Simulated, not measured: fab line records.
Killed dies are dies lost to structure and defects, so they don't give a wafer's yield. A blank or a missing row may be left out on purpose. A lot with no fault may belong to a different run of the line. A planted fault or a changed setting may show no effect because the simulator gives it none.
fab line records    flow sky130
record: lots: 12  wafers: 36  last-day: 50
route steps=708 shown POLY_GATE@229 POLY_CUT@311 RES_XHIGH@340 PAD_OPEN@708
lots that met no fault: taken from a fault-free run of the same line
start-h: the number of hours between the record's first day and the start of the first shown wafer of the lot    wait-h: hours since the lot's step before    " as in the row above    L1.1+2: one row covering several wafers at once    - no value, or no start given    * or withheld: withheld    < > ~ a bound
route shown NAME@n: a module of which the file shows steps, and the number in the route of the first    usual: mean/standard deviation of fault-free wafers    same: alike in all rows    chamber/n: place in a boat    sites: per-site readings    _std_site: the values' standard deviation    _edge_site: the outer-site mean with the inner-site mean subtracted    radius-mm: for every site, how far away it sits from the centre of the wafer    mask NAME#n: copy n    behind: the tool/chamber that last shaped the wafer    hold: cause of the lot's hold/its duration in hours/its outcome    device: transistor that didn't switch, given as n, p or np    end of line: at the end of the route, the tests of the same wafers    a step given without rows: its recipe and nothing more    killed: not the wafer's yield, but the dies lost to structure and defects at the first sort    map: dies across one wafer; x = killed, . = not, _ = none there
set.NAME: the setting the step ran with; set.NAME@STEP: the setting that earlier step ran with    model.NAME: the simulator's own value behind a step, which no gauge read
route steps across a sampled set of lots; one table per step, one row per wafer
services: when a tool's chamber went out of use (start-h, in hours from the record's first day, below 0 if earlier), for how many hours, and the reason
== steps ==
step: SKY_POLY_GATE_ETCH_15
recipe: chemistry: N2/H2  target: BARC  ion-energy-ev: 200  source-w: 500  bias-w: 100  pressure-mtorr: 30  n2-flow-sccm: 100  h2-flow-sccm: 200  stop-on: SiO2  time-s: 118.5  target-depth-a: 1100
usual: drypump-motor-current-A: 5.6/0.49  oes-product-au: 0.716/0.0046  throttle-valve-pct: 13.213/0.0088
lot.wafer  tool         chamber  start-h  wait-h  drypump-motor-current-A  oes-product-au  rf-hours-counter-h  throttle-valve-pct
L835.1     rie-diel-03  1        382.25   0.0     5.8                      0.715           7                   13.208
L835.4     "            2        "        "       5.1                      0.712           33                  13.204
L835.5     "            3        "        "       5.1                      0.719           -                   13.213
L834.3     rie-diel-03  0        382.67   0.0     5.7                      0.721           11                  13.207
L834.4     "            3        "        "       5.1                      0.717           103                 13.220
L834.6     "            2        "        "       5.1                      0.714           -                   13.204
L836.1     rie-diel-03  2        386.32   0.0     5.1                      0.717           33                  13.207
L836.4     "            1        "        "       5.8                      0.714           7                   13.203
L836.6     "            2        "        "       5.1                      0.710           -                   13.217
L837.2     rie-diel-01  2        389.65   0.0     4.7                      0.715           41                  13.211
L837.3     "            0        "        "       5.7                      0.715           25                  13.221
L837.6     "            3        "        "       6.2                      0.715           -                   13.219
L838.3     rie-diel-03  2        394.40   0.0     5.1                      0.720           34                  13.201
L838.4     "            3        "        "       5.1                      0.715           104                 13.204
L838.5     "            0        "        "       5.7                      0.721           -                   13.222
L839.1     rie-diel-03  2        407.56   0.0     5.1                      0.709           34                  13.211
L839.3     "            3        "        "       5.1                      0.716           104                 13.215
L839.5     "            2        "        "       5.1                      0.713           -                   13.212
L843.1     rie-diel-01  1        465.52   0.0     6.4                      0.716           6                   13.229
L843.3     "            2        "        "       4.7                      0.724           42                  13.217
L843.5     "            2        "        "       4.7                      0.713           -                   13.208
L846.1     rie-diel-03  0        481.60   0.0     5.7                      0.725           13                  13.216
L846.4     "            1        "        "       5.8                      0.712           9                   13.223
L846.6     "            1        "        "       5.8                      0.720           -                   13.236
L849.2     rie-diel-03  0        501.32   0.0     5.7                      0.709           13                  13.191
L849.3     "            2        "        "       5.1                      0.718           36                  13.228
L849.6     "            1        "        "       5.8                      0.707           -                   13.231
L852.2     rie-diel-04  0        526.35   0.0     5.6                      0.712           66                  13.214
L852.4     "            1        "        "       5.6                      0.717           8                   13.201
L852.6     "            1        "        "       5.6                      0.708           -                   13.208
L856.1     rie-diel-04  1        562.27   0.0     5.5                      0.717           9                   13.214
L856.3     "            2        "        "       5.6                      0.716           0                   13.202
L856.4     "            0        "        "       5.6                      0.717           66                  13.226
L857.1     rie-diel-03  2        567.95   0.0     5.1                      0.715           37                  13.210
L857.2     "            1        "        "       5.8                      0.706           11                  13.213
L857.4     "            3        "        "       5.1                      0.713           2                   13.217
step: SKY_POLY_GATE_ETCH_17
recipe: target-depth-nm: 180  stop-on: SiO2  over-etch-frac: 0.56667  chemistry: HBr/Cl2  target: poly-Si  icp-w: 400  bias-w: 100  pressure-mtorr: 10  HBr_flow_sccm: 150  Cl2_flow_sccm: 50  time-s: 70.5
usual: drypump-motor-current-A: 5.82/0.21  oes-product-au: 0.986/0.0079  throttle-valve-pct: 33.686/0.0084
same: over-etch-frac: 0.56667
lot.wafer  tool       chamber  start-h  wait-h  drypump-motor-current-A  oes-product-au  rf-hours-counter-h  throttle-valve-pct
L835.1     rie-si-01  0        382.43   0.0     5.94                     0.979           2                   33.702
L835.4     "          2        "        "       5.72                     0.981           49                  33.684
L835.5     "          1        "        "       6.12                     0.989           -                   33.682
L834.3     rie-si-02  0        382.85   0.0     6.01                     0.992           45                  33.692
L834.4     "          3        "        "       5.86                     0.990           2                   33.695
L834.6     "          3        "        "       5.85                     0.994           -                   33.683
L836.1     rie-si-02  2        386.50   0.0     5.39                     0.996           3                   33.678
L836.4     "          2        "        "       5.42                     0.983           -                   33.692
L836.6     "          1        "        "       5.66                     0.982           -                   33.684
L837.2     rie-si-02  3        389.83   0.0     5.87                     0.977           2                   33.686
L837.3     "          2        "        "       5.42                     0.986           4                   33.679
L837.6     "          2        "        "       5.39                     0.978           -                   33.667
L838.3     rie-si-02  0        394.58   0.0     6.00                     0.985           45                  33.683
L838.4     "          3        "        "       5.88                     0.981           2                   33.689
L838.5     "          2        "        "       5.39                     0.999           -                   33.698
L839.1     rie-si-01  1        407.74   0.0     6.11                     0.996           1                   33.689
L839.3     "          3        "        "       5.85                     0.982           45                  33.672
L839.5     "          0        "        "       5.95                     0.997           -                   33.680
L843.1     rie-si-01  3        465.70   0.0     5.85                     0.981           46                  33.688
L843.3     "          1        "        "       6.11                     1.002           2                   33.689
L843.5     "          0        "        "       5.97                     0.984           -                   33.696
L846.1     rie-si-02  0        481.78   0.0     6.01                     0.989           45                  33.670
L846.4     "          3        "        "       5.89                     0.990           -                   33.690
L846.6     "          0        "        "       5.98                     0.987           -                   33.677
L849.2     rie-si-01  2        501.50   0.0     5.73                     0.974           50                  33.691
L849.3     "          3        "        "       5.85                     0.985           46                  33.682
L849.6     "          1        "        "       6.11                     0.993           -                   33.684
L852.2     rie-si-02  3        526.54   0.0     5.90                     0.979           3                   33.694
L852.4     "          0        "        "       5.98                     0.991           45                  33.687
L852.6     "          1        "        "       5.65                     0.980           -                   33.677
L856.1     rie-si-02  2        562.45   0.0     5.35                     0.991           5                   33.686
L856.3     "          3        "        "       5.85                     0.979           3                   33.695
L856.4     "          0        "        "       6.02                     0.993           0                   33.680
L857.1     rie-si-01  3        568.13   0.0     5.87                     0.971           0                   33.695
L857.2     "          2        "        "       5.73                     0.980           0                   33.692
L857.4     "          2        "        "       5.74                     0.981           -                   33.693
step: SKY_POLY_CUT_SOFTBAKE_04
recipe: temp-c: 100  time-s: 90  resist: KrF-thick
usual: exhaust-pa: 44.8/0.87  run-length-s: 119.10/0.2
lot.wafer  tool            chamber  start-h  wait-h  exhaust-pa  run-length-s
L835.1     litho-track-04  0        553      -       43.3        118.91
L835.4     "               0        "        "       44.0        118.97
L835.5     "               0        "        "       44.4        118.77
L834.3     litho-track-04  0        556      -       44.5        118.88
L834.4     "               0        "        "       45.8        118.78
L834.6     "               0        "        "       46.1        118.91
L836.1     litho-track-02  0        562      -       44.5        119.07
L836.4     "               0        "        "       43.2        119.27
L836.6     "               0        "        "       43.4        119.01
L837.2     litho-track-04  0        563      -       44.8        118.87
L837.3     "               0        564      -       43.7        118.87
L837.6     "               0        "        "       45.1        118.79
L838.3     litho-track-04  0        569      -       44.2        119.02
L838.4     "               0        "        "       44.1        119.01
L838.5     "               0        "        "       45.0        118.75
L839.1     litho-track-02  0        582      -       45.4        119.14
L839.3     "               0        "        "       45.0        119.07
L839.5     "               0        "        "       45.3        119.24
L843.1     litho-track-02  0        638      -       45.3        124.54
L843.3     "               0        "        "       43.7        124.37
L843.5     "               0        "        "       44.7        124.36
L846.1     litho-track-02  0        652      -       45.8        124.68
L846.4     "               0        "        "       43.9        124.40
L846.6     "               0        "        "       44.4        124.37
L849.2     litho-track-04  0        670      -       43.7        119.15
L849.3     "               0        "        "       44.1        118.86
L849.6     "               0        671      -       45.3        118.81
L852.2     litho-track-03  0        694      -       45.1        119.21
L852.4     "               0        695      -       44.1        119.45
L852.6     "               0        "        "       45.8        119.43
L856.1     litho-track-02  0        728      -       45.7        119.21
L856.3     "               0        "        "       45.1        119.06
L856.4     "               0        "        "       46.1        119.16
L857.1     litho-track-02  0        733      -       45.9        119.03
L857.2     "               0        "        "       43.5        119.12
L857.4     "               0        "        "       45.1        119.15
step: SKY_RES_XHIGH_STRIP_08
recipe: chemistry: O2/N2  power-w: 1400  pressure-mtorr: 1500  platen-temp-c: withheld  o2-flow-sccm: 3000  n2-flow-sccm: 300  overash-fraction: 0.5
usual: drypump-motor-current-A: 5.3/0.32  oes-product-au: 0.711/0.0045  strip-time-to-endpoint-s: 14.27/0.045
same: overash-fraction: 0.5
lot.wafer  tool             chamber  start-h  wait-h  drypump-motor-current-A  oes-product-au  rf-hours-counter-h  strip-time-to-endpoint-s
L835.1     plasma-asher-01  1        628.01   0.1     4.7                      0.704           96                  14.27
L835.4     "                0        "        "       5.8                      0.706           -                   14.26
L835.5     "                0        "        "       5.9                      0.715           -                   14.24
L834.3     plasma-asher-03  1        631.32   0.1     5.2                      0.707           -                   14.21
L834.4     "                0        "        "       5.2                      0.714           -                   14.23
L834.6     "                0        "        "       5.2                      0.720           -                   14.24
L836.1     plasma-asher-03  0        636.34   0.1     5.2                      0.712           20                  14.25
L836.4     "                0        "        "       5.2                      0.715           -                   14.24
L836.6     "                0        "        "       5.2                      0.706           -                   14.26
L837.2     plasma-asher-03  1        637.60   0.1     5.3                      0.709           21                  14.26
L837.3     "                1        "        "       5.3                      0.706           -                   14.27
L837.6     "                0        "        "       5.2                      0.716           -                   14.28
L838.3     plasma-asher-03  0        644.40   0.1     5.2                      0.715           -                   14.25
L838.4     "                1        "        "       5.3                      0.711           -                   14.23
L838.5     "                1        "        "       5.2                      0.714           -                   14.25
L839.1     plasma-asher-01  0        656.84   0.1     5.9                      0.708           99                  14.21
L839.3     "                1        "        "       4.7                      0.713           -                   14.25
L839.5     "                0        "        "       5.8                      0.705           -                   14.19
L843.1     plasma-asher-03  0        712.86   0.1     5.2                      0.716           28                  14.28
L843.3     "                1        "        "       5.3                      0.710           -                   14.31
L843.5     "                0        "        "       5.2                      0.708           -                   14.30
L846.1     plasma-asher-01  1        724.76   0.1     4.7                      0.712           106                 14.32
L846.4     "                1        "        "       4.7                      0.712           -                   14.31
L846.6     "                0        "        "       5.9                      0.711           -                   14.33
L849.2     plasma-asher-01  1        742.84   0.1     4.7                      0.712           0                   14.32
L849.3     "                1        "        "       4.8                      0.716           -                   14.25
L849.6     "                0        "        "       5.8                      0.706           -                   14.27
L852.2     plasma-asher-04  0        765.34   0.1     5.5                      0.719           63                  14.24
L852.4     "                0        "        "       5.5                      0.703           -                   14.26
L852.6     "                0        "        "       5.5                      0.718           -                   14.27
L856.1     plasma-asher-03  0        798.85   0.1     5.2                      0.711           36                  14.23
L856.3     "                1        "        "       5.2                      0.703           -                   14.22
L856.4     "                0        "        "       5.2                      0.710           -                   14.24
L857.1     plasma-asher-04  0        802.16   0.1     5.6                      0.709           67                  14.18
L857.2     "                1        "        "       5.3                      0.707           67                  14.25
L857.4     "                0        "        "       5.5                      0.711           -                   14.20
step: SKY_PAD_OPEN_PROBE_99
usual: killed_at_M0_to_M3: 43/7.2  killed_at_M4_up: 3.1/1.8  killed-at-contacts: 24/5.4  killed-at-front-end: 15/4.4  killed-at-other: 0.4/0.56  killed-dies: 86/9.3  killed-open: 47/6.9  killed-short: 39/6.6
same: gross-dies: 492  killed-at-back-side: 0
lot.wafer  tool       chamber  start-h  wait-h  killed_at_M0_to_M3  killed_at_M4_up  killed-at-contacts  killed-at-front-end  killed-at-other  killed-dies  killed-open  killed-short
L843.1     prober-01  -        1142.17  0.1     34                  1                22                  15                   1                73           46           27
L843.3     prober-01  -        1142.27  0.2     50                  1                39                  15                   0                105          59           45
L843.5     prober-01  -        1142.37  0.2     45                  6                40                  8                    0                99           58           40
L846.1     prober-01  -        1152.27  0.1     37                  4                26                  15                   2                84           44           38
L846.4     prober-01  -        1152.42  0.2     39                  2                22                  23                   1                87           48           36
L846.6     prober-01  -        1152.52  0.2     33                  1                26                  16                   0                76           46           29
killed by level:class
L843.1 CONTACT:geometric-particle:open=9 VIA1:geometric-particle:open=8 LI_CONTACT:geometric-particle:open=7 VIA3:geometric-particle:open=6 METAL1:geometric-particle:short=5 FIELD_ISO:geometric-particle:open=4 POLY_CUT:geometric-particle:open=4 METAL2:geometric-particle:short=3
L843.3 LI_CONTACT:geometric-particle:open=12 CONTACT:geometric-particle:open=12 VIA1:geometric-particle:short=9 METAL2:geometric-particle:short=8 VIA2:geometric-particle:open=8 VIA3:geometric-particle:open=8 VIA1:geometric-particle:open=7 POLY_GATE:geometric-particle:open=5
L843.5 CONTACT:geometric-particle:open=18 VIA1:geometric-particle:open=12 LI_CONTACT:geometric-particle:open=8 CONTACT:geometric-particle:short=8 VIA3:geometric-particle:open=6 METAL2:geometric-particle:short=5 VIA2:geometric-particle:open=5 VIA2:geometric-particle:short=4
L846.1 VIA1:geometric-particle:open=10 CONTACT:geometric-particle:open=9 LI_CONTACT:geometric-particle:open=7 VIA1:geometric-particle:short=7 VIA3:geometric-particle:open=6 CONTACT:geometric-particle:short=5 FIELD_ISO:geometric-particle:short=4 FIELD_ISO:geometric-particle:open=4
L846.4 VIA1:geometric-particle:open=12 POLY_GATE:geometric-particle:open=8 LI_CONTACT:geometric-particle:open=8 VIA1:geometric-particle:short=6 FIELD_ISO:geometric-particle:short=4 LOCAL_INTERCONNECT:geometric-particle:short=4 CONTACT:geometric-particle:open=4 METAL2:geometric-particle:short=4
L846.6 CONTACT:geometric-particle:open=11 VIA1:geometric-particle:open=9 LI_CONTACT:geometric-particle:open=6 VIA2:geometric-particle:open=6 VIA1:geometric-particle:short=6 FIELD_ISO:geometric-particle:short=5 METAL3:geometric-particle:short=5 LOCAL_INTERCONNECT:geometric-particle:short=4
== services ==
tool             chamber  start-h  hours  kind
rie-si-02        0        370.27   2.7    repair
rie-si-02        0        385.06   5.2    repair
rie-si-01        0        386.44   3.3    repair
rie-si-01        -        387.81   0.2    repair
plasma-asher-03  -        421.25   9.0    pm
rie-diel-03      2        426.35   4.7    repair
rie-diel-03      -        427.10   0.7    repair
rie-si-01        3        431.73   1.8    repair
rie-diel-03      -        440.56   14.6   pm
rie-si-01        1        446.70   2.1    repair
plasma-asher-03  -        447.01   2.4    repair
rie-si-02        -        454.30   0.2    repair
rie-diel-03      -        490.14   0.7    repair
rie-si-01        3        496.02   3.3    repair
rie-diel-03      0        503.83   1.9    repair
rie-si-01        3        506.39   9.6    repair
rie-si-02        3        512.69   1.8    repair
rie-diel-03      2        516.52   2.2    repair
rie-diel-03      3        591.33   13.9   repair
rie-diel-03      2        619.73   2.7    repair
rie-diel-03      2        657.39   8.2    repair
plasma-asher-03  -        658.47   0.7    repair
rie-diel-03      -        751.81   76.0   repair
plasma-asher-03  -        801.77   1.6    repair
== key ==
first-sign: step: SKY_POLY_CUT_SOFTBAKE_04  reading: run-length-s  direction: up  sigmas: 27  usual: *  struck: *
effect none on later readings
met-at SKY_POLY_CUT_SOFTBAKE_04
struck-lots L843,L846
tester-left-out L843,L846
not-acting-at SKY_POLY_GATE_ETCH_15,SKY_POLY_GATE_ETCH_17,SKY_RES_XHIGH_STRIP_08
onset-between 582 638
fault: kind: process-parameter-drift  tool: litho-track-02  chamber: -  onset-h: 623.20  steps: SKY_POLY_CUT_SOFTBAKE_04  channel: time-s  offset: *  shape: step  end-h: 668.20  acts-in: *  stated: *
tester-left-out: of these lots the tester's yield and bins aren't shown, on N5 and GAA mostly nor the transistor test; their killed dies are dies lost to structure and defects alone, not to doping, threshold or leakage, so they don't give the yield
